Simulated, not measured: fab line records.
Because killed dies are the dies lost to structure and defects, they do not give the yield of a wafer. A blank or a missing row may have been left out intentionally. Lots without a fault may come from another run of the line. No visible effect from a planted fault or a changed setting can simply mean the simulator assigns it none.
Which of the tools did it? | flow sky130 | 14 lots with 42 wafers sampled at 2 steps, on a route of 708 steps

== WHAT EACH GAUGE READ, for each wafer ==
SKY_POLY_GATE_THK_MEAS_21.
lot  | measured     | on            | POLY_GATE_OXIDATION_THK (nm)
L655 | day 16 04:49 | film metro-03 | 4.04 3.84 3.86
L656 | day 16 17:17 | film metro-04 | 3.98 3.95 4.07
L657 | day 17 04:52 | film metro-04 | 4.08 4.20 4.10
L658 | day 17 15:34 | film metro-04 | 3.94 3.96 3.97
L659 | day 18 02:47 | film metro-04 | 4.11 4.15 4.08
L661 | day 19 00:06 | film metro-04 | 3.94 3.99 3.95
L662 | day 19 08:40 | film metro-04 | 3.98 3.93 4.11
L664 | day 19 22:59 | film metro-03 | 4.07 4.03 4.05
L666 | day 20 14:28 | film metro-02 | 4.09 4.01 3.98
L668 | day 21 15:58 | film metro-03 | 3.39 3.31 3.34
L669 | day 21 21:18 | film metro-04 | 3.52 3.43 3.46
L676 | day 24 08:47 | film metro-02 | 4.09 4.10 4.01
L677 | day 24 11:11 | film metro-04 | 4.11 4.10 4.08
L678 | day 24 22:15 | film metro-03 | 4.11 4.06 4.10

== WHICH TOOL RAN EACH LOT (tool, then ch and the chambers of the sampled wafers, then the start) ==
lot  | SKY_POLY_GATE_OXIDATION_20
L655 | furnace-02 ch 0, day 16 03:33
L656 | furnace-02 ch 0, day 16 16:02
L657 | furnace-02 ch 0, day 17 03:37
L658 | furnace-01 ch 0, day 17 14:19
L659 | furnace-01 ch 0, day 18 01:31
L661 | furnace-02 ch 0, day 18 22:50
L662 | furnace-02 ch 0, day 19 07:23
L664 | furnace-02 ch 0, day 19 21:44
L666 | furnace-02 ch 0, day 20 13:13
L668 | furnace-02 ch 0, day 21 14:43
L669 | furnace-02 ch 0, day 21 20:02
L676 | furnace-02 ch 0, day 24 07:31
L677 | furnace-02 ch 0, day 24 09:55
L678 | furnace-01 ch 0, day 24 21:00
- SKY_POLY_GATE_OXIDATION_20: stabilise 600 s, purge 300 s, target thk 4 nm.

== WHAT THE TOOLS THEMSELVES READ (means of the sampled wafers that have a number; where no wafer has one, the mark that the record gives instead) ==
SKY_POLY_GATE_OXIDATION_20.
lot  | tool       | spike tc bottom C (C) | spike tc centre C (C) | spike tc lower C (C) | spike tc top C (C) | spike tc upper C (C) | tube center temp C (C) | tube_center_temp_C_max | zone power lower pct (%)
L655 | furnace-02 | 867.1                 | 849.5                 | 848.3                | 862.2              | 850.0                | 849.98                 | 852.5                  | 15.28
L656 | furnace-02 | 866.7                 | 849.8                 | 847.9                | 862.3              | 850.0                | 849.94                 | 852.1                  | 15.20
L657 | furnace-02 | 868.2                 | 849.9                 | 848.5                | 861.5              | 850.8                | 850.02                 | 852.2                  | 15.23
L658 | furnace-01 | 869.7                 | 850.9                 | 848.5                | 862.9              | 849.6                | 849.99                 | 852.0                  | 15.25
L659 | furnace-01 | 869.4                 | 851.2                 | 847.1                | 863.2              | 850.6                | 850.02                 | 852.3                  | 15.40
L661 | furnace-02 | 867.1                 | 850.0                 | 849.3                | 861.8              | 851.3                | 849.92                 | 851.9                  | 15.11
L662 | furnace-02 | 866.8                 | 850.7                 | 848.7                | 862.4              | 851.0                | 849.97                 | 852.1                  | 15.33
L664 | furnace-02 | 867.6                 | 850.3                 | 849.8                | 862.7              | 850.3                | 850.05                 | 852.3                  | 15.08
L666 | furnace-02 | 866.3                 | 849.2                 | 849.0                | 862.8              | 851.0                | 849.94                 | 851.8                  | 15.22
L668 | furnace-02 | 855.1                 | 838.3                 | 835.6                | 850.1              | 839.1                | 837.73                 | 840.2                  | 14.77
L669 | furnace-02 | 853.5                 | 838.0                 | 837.2                | 850.8              | 839.4                | 837.74                 | 840.1                  | 14.79
L676 | furnace-02 | 866.1                 | 850.1                 | 848.7                | 861.8              | 850.2                | 849.97                 | 852.1                  | 15.25
L677 | furnace-02 | 866.8                 | 849.5                 | 848.1                | 862.1              | 850.4                | 850.02                 | 852.2                  | 15.49
L678 | furnace-01 | 869.1                 | 849.8                 | 848.4                | 863.3              | 849.6                | 850.02                 | 852.1                  | 15.35

== THE ANSWER, worked out from the rows above alone ==
Rule: usual is defined by the lots themselves. Put in order of their means at a reading, lots are off if they are a third of the lots or fewer, leave a main group of 4 or more, and stand apart from it by a gap of 3 or more times the standard deviation of the main group's means; of several such gaps the widest counts. Not used: any main group whose means are identical at the precision the tables above print for the reading. A lot without any number at a reading at which 4 lots or more have one is off too. Where the step has rows for the other lots, those lots are counted as sound. After the gauges, taken in route order, come the tools' own readings; for these a lot's mean is taken, as printed above. The first step at which some lot is off is used, and at that step the reading that is off furthest; a lot without a number counts as furthest.
Off: L668, L669, seen at SKY_POLY_GATE_THK_MEAS_21 (POLY_GATE_OXIDATION_THK). Main group: mean 4.03 nm, sd 0.065.
A tool fits if, at a process step before that reading, it ran every lot that is off, and no sound lot after the first of them. The gauges at SKY_POLY_GATE_THK_MEAS_21 aren't tried: what is off there is off at SKY_POLY_GATE_OXIDATION_20 too, on other tools, and a gauge's error can't cause that. Not one of the candidates tried fits.

== WHAT HAD BEEN PUT IN BY THE SIMULATOR ==
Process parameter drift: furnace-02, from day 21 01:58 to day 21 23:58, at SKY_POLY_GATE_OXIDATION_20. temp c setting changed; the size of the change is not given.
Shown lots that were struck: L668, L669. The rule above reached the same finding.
